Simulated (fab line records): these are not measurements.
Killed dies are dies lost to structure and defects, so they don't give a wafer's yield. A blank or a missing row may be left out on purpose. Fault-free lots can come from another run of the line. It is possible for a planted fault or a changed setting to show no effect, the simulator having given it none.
Struck lot and sound lot, side by side | flow sky130 | 19 out of 708 route steps
Sound: wafers L342.3, L342.4, L342.5. The struck wafers were L356.1, L356.2, L356.6. The cause comes at the end.
For every step that has rows: the tool of each side, followed by ch and its chambers, followed by its first start. Under that, the readings that differ: sound wafers | struck wafers | difference of the means | sigmas: that difference in standard deviations of wafers without a fault.
alike: readings with means less than 2 such deviations apart, plus words and numbers identical on both sides. not compared: withheld readings, readings lacking a value on some wafer, bounds such as >300 that could conceal the same value, and numbers that have no deviation in the record and whose values overlap.
The two part at a step that has a row with sigmas, a row that says differs or no value, or rows on one side only. Non-overlapping numbers with no deviation appear without sigmas and do not part them. A reading missing from all wafers of one side parts the sides only when that side holds two or more wafers.

SKY_POLY_GATE_CD_MEAS_22:
  sound on cdSem-01 at day 19 12:51; struck on cdSem-02 at day 23 11:53
  alike: cdNm
then, 7 steps without rows for these wafers: SKY_LDD_N_DEHYDRATE_00 (time 60 s); SKY_LDD_N_HMDS_01 (prime time 60 s); SKY_LDD_N_COAT_02 (resist thk 300 nm); SKY_LDD_N_SOFTBAKE_03 (time 60 s); SKY_LDD_N_EXPOSE_04 (exposes mask NTM, target cd 840 nm); SKY_LDD_N_PEB_05; SKY_LDD_N_DEVELOP_06 (develop time 60 s).
SKY_LDD_N_OVL_MEAS_07:
  sound on overlay-02 at day 20 19:38; struck on overlay-01 at day 24 18:31
  alike: LDD_N_OVL
then, 3 steps without rows for these wafers: SKY_LDD_N_IMPLANT_08; SKY_LDD_N_IMPLANT_09; SKY_LDD_N_IMPLANT_10.
SKY_LDD_N_IMPLANT_11:
  sound on implanter-03 ch 0, day 20 20:10; struck on implanter-01, day 24 19:19
  no value came back on the struck wafers for beamEnergyKeV, beamOnS (s); on the sound wafers beamEnergyKeV reads 20.010 20.008 20.009
then, 4 steps without rows for these wafers: SKY_LDD_N_IMPLANT_12; SKY_LDD_N_IMPLANT_13; SKY_LDD_N_IMPLANT_14; SKY_LDD_N_IMPLANT_15.
SKY_LDD_N_STRIP_16: strips in O2/N2.
  sound on plasmaAsher-01 ch 0,1, day 20 20:53; struck on plasmaAsher-04 ch 0,1, day 24 20:04
reading                  | sound             | struck            | difference | sigmas
stripTimeToEndpointS (s) | 4.337 4.329 4.332 | 4.171 4.114 4.130 | -0.194     | -15
  alike: drypumpMotorCurrentA, o2FlowSccm, oesProductAu
  not compared: rfHoursCounterH
SKY_LDD_N_TW_MEAS_17:
  sound on filmMetro-01 at day 20 20:59; struck on filmMetro-04 at day 24 20:10
reading  | sound          | struck         | difference | sigmas
LDD_N_TW | 2570 2580 2566 | 2457 2447 2452 | -120       | -7

WHERE THEY PART
First at SKY_LDD_N_IMPLANT_11; last, within this record, at SKY_LDD_N_TW_MEAS_17.

WHY: the cause the simulator had injected
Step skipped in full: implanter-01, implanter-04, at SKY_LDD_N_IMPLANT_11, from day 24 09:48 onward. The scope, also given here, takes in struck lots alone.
